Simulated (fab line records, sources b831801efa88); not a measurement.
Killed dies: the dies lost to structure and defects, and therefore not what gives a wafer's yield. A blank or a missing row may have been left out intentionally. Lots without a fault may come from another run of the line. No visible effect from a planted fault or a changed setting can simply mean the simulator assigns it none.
Which tool was responsible?	flow gf180mcu	13 lots, 39 wafers sampled, at 4 steps of a route of 602

## WHAT THE GAUGES SHOWED, per wafer
GF_PASSIVATION_THK_MEAS_03. Usual: for PASSIVATION_CVD_02_THK the level is 704 nm and the standard deviation is 8.6.
lot	measured	on	PASSIVATION_CVD_02_THK (nm)	flag
L236	day 28 19:05	film metro-03	698 710 706	
L239	day 29 18:47	film metro-02	694 703 710	
L240	day 29 19:07	film metro-02	708 706 712	
L242	day 30 15:25	film metro-03	701 699 723	
L248	day 32 16:10	film metro-01	693 711 699	
L250	day 32 21:05	film metro-03	695 705 707	
L249	day 32 22:12	film metro-02	710 706 725	
L251	day 33 03:13	film metro-03	693 690 702	
L253	day 33 17:48	film metro-03	703 692 708	
L254	day 33 19:08	film metro-03	700 706 705	
L255	day 34 01:01	film metro-01	705 705 708	
L257	day 34 12:39	film metro-01	695 708 702	
L258	day 34 14:23	film metro-01	695 712 713	

## WHAT TOOL EACH LOT RAN ON (gives the tool, then ch and the chambers of the sampled wafers, and finally the start)
lot	GF_M3_STRIP_17	GF_V5_CVD_23	GF_PASSIVATION_CVD_02
L236	plasma asher-04 ch 0,1, day 22 02:13	cvd w-01 ch 0,1, day 27 21:46	pecvd-03 ch 0,1, day 28 18:47
L239	plasma asher-04 ch 0,1, day 23 03:37	cvd w-01 ch 0,1, day 28 21:14	pecvd-01 ch 1,2, day 29 18:29
L240	plasma asher-04 ch 0,1, day 23 06:25	cvd w-02 ch 0,1, day 28 21:31	pecvd-03 ch 0,1, day 29 18:49
L242	plasma asher-04 ch 0, day 24 07:26	cvd w-02 ch 0,1, day 29 18:28	pecvd-03 ch 0,1, day 30 15:08
L248	plasma asher-03 ch 0,1, day 26 19:56	cvd w-02 ch 0,1, day 31 21:39	pecvd-03 ch 0,2, day 32 15:52
L250	plasma asher-02 ch 0,1, day 27 01:50	cvd w-02 ch 0,1, day 32 03:19	pecvd-04 ch 0,1, day 32 20:47
L249	plasma asher-04 ch 0,1, day 27 02:04	cvd w-01 ch 0,1, day 32 04:34	pecvd-04 ch 0,1,2, day 32 21:54
L251	plasma asher-02 ch 0,1, day 27 04:08	cvd w-01 ch 0,1, day 32 06:47	pecvd-01 ch 0,1,2, day 33 02:55
L253	plasma asher-04 ch 0, day 27 21:25	cvd w-01 ch 0,1, day 32 23:29	pecvd-01 ch 1,2, day 33 17:30
L254	plasma asher-04 ch 1, day 28 01:37	cvd w-02 ch 0,1, day 33 01:11	pecvd-01 ch 0,1,2, day 33 18:51
L255	plasma asher-03 ch 0,1, day 28 07:49	cvd w-02 ch 1, day 33 06:43	pecvd-01 ch 0,1,2, day 34 00:43
L257	plasma asher-02 ch 0,1, day 28 23:36	cvd w-01 ch 0,1, day 33 19:13	pecvd-01 ch 0,1,2, day 34 12:20
L258	plasma asher-04 ch 0,1, day 29 04:05	cvd w-02 ch 0,1, day 33 20:41	pecvd-03 ch 0,1, day 34 14:06
- GF_M3_STRIP_17: strips in O2/N2.
- GF_V5_CVD_23: deposits W, target thk 350 nm, time 104.9 s.
- GF_PASSIVATION_CVD_02: deposits Si3N4, target thk 700 nm, time 486.18 s.

## AS READ BY THE TOOLS THEMSELVES (means over the sampled wafers that have a number; for cases with no such wafer, the mark the record gives instead)
GF_M3_STRIP_17. Usual: drypump motor current A 5.7 A, standard deviation 0.39; heater power w 314 W, standard deviation 36; oes product au 0.558 a.u., standard deviation 0.0052; strip time to endpoint s 7.87 s, standard deviation 0.05.
lot	tool	drypump motor current A (A)	heater power w (W)	oes product au (a.u.)	strip time to endpoint s (s)	flag
L236	plasma asher-04	5.4	291	0.556	7.94	
L239	plasma asher-04	5.4	290	0.562	7.91	
L240	plasma asher-04	5.4	288	0.559	7.83	
L242	plasma asher-04	5.2	273	0.559	7.90	
L248	plasma asher-03	5.6	345	0.550	7.80	
L250	plasma asher-02	5.7	312	0.555	7.84	
L249	plasma asher-04	5.6	303	0.554	7.85	
L251	plasma asher-02	5.7	318	0.557	7.85	
L253	plasma asher-04	5.2	277	0.562	7.92	
L254	plasma asher-04	5.8	312	0.560	7.94	
L255	plasma asher-03	5.9	327	0.561	7.87	
L257	plasma asher-02	5.7	307	0.563	7.85	
L258	plasma asher-04	5.4	292	0.562	7.88	

GF_V5_CVD_23. Usual: heater power w reads 862 W (standard deviation 42).
lot	tool	heater power w (W)	flag
L236	cvd w-01	878	
L239	cvd w-01	874	
L240	cvd w-02	863	
L242	cvd w-02	844	
L248	cvd w-02	825	
L250	cvd w-02	867	
L249	cvd w-01	855	
L251	cvd w-01	881	
L253	cvd w-01	883	
L254	cvd w-02	863	
L255	cvd w-02	900	
L257	cvd w-01	881	
L258	cvd w-02	853	

GF_PASSIVATION_CVD_02. Usual: heater power w reads 737 W (standard deviation 110).
lot	tool	heater power w (W)	flag
L236	pecvd-03	739	
L239	pecvd-01	755	
L240	pecvd-03	800	
L242	pecvd-03	747	
L248	pecvd-03	740	
L250	pecvd-04	721	
L249	pecvd-04	679	
L251	pecvd-01	737	
L253	pecvd-01	687	
L254	pecvd-01	784	
L255	pecvd-01	751	
L257	pecvd-01	732	
L258	pecvd-03	773	

## THE ANSWER, worked out from the rows above alone
Rule: a lot counts as off when the mean over its wafers that have a number is more than 3 standard deviations away from the usual mean. Also off: a lot with no number at a reading for which 4 or more lots have one. All remaining lots with rows at the step are treated as sound. First the gauges in route order, then the tools' own readings, where a lot's mean is used as printed above. The first step at which some lot is off is used, and at that step the reading that is off furthest; a lot without a number counts as furthest.
No lot is off on any of the readings shown, so nothing can be concluded from this.

## WHAT WAS PUT IN BY THE SIMULATOR
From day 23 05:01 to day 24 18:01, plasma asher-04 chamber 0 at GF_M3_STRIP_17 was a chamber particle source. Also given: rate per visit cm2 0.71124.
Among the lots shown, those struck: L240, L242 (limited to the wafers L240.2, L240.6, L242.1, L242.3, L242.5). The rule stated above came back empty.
